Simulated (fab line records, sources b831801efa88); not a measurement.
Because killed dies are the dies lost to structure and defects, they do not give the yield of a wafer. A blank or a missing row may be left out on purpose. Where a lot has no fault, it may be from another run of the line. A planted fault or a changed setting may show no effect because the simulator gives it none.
Which of the tools did it? / flow sky130 / 6 lots, 18 wafers sampled, at 1 step of a route of 708

WHAT EACH GAUGE READ, for each wafer
SKY_FIELD_ISO_THK_MEAS_04.
lot=L478; measured=day 2 00:20; on=film_metro-04; FIELD_ISO_CVD_03_THK (nm)=162.7 164.1 162.5
lot=L481; measured=day 2 17:32; on=film_metro-04; FIELD_ISO_CVD_03_THK (nm)=162.4 162.8 163.8
lot=L484; measured=day 3 05:30; on=film_metro-01; FIELD_ISO_CVD_03_THK (nm)=163.1 163.0 160.6
lot=L488; measured=day 4 04:40; on=film_metro-03; FIELD_ISO_CVD_03_THK (nm)=163.8 164.4 164.5
lot=L491; measured=day 4 21:37; on=film_metro-03; FIELD_ISO_CVD_03_THK (nm)=164.9 164.1 164.2
lot=L494; measured=day 5 10:53; on=film_metro-01; FIELD_ISO_CVD_03_THK (nm)=166.3 165.6 166.1

WHICH TOOL RAN EACH LOT (tool, then ch and the chambers of the sampled wafers, then the start)
The record shows no process step preceding these readings.

THE ANSWER, worked out from the rows above alone
Rule: the lots themselves supply what counts as usual. Put in order of their means at a reading, lots are off if they are a third of the lots or fewer, leave a main group of 4 or more, and stand apart from it by a gap of 3 or more times the standard deviation of the main group's means; of several such gaps the widest counts. Not used: any main group whose means are identical at the precision the tables above print for the reading. Also off: a lot with no number at a reading for which 4 or more lots have one. Any other lot the step has rows for is counted as sound.
Across all readings shown, no lot is off: no conclusion can be drawn from this.

WHAT THE SIMULATOR PUT IN
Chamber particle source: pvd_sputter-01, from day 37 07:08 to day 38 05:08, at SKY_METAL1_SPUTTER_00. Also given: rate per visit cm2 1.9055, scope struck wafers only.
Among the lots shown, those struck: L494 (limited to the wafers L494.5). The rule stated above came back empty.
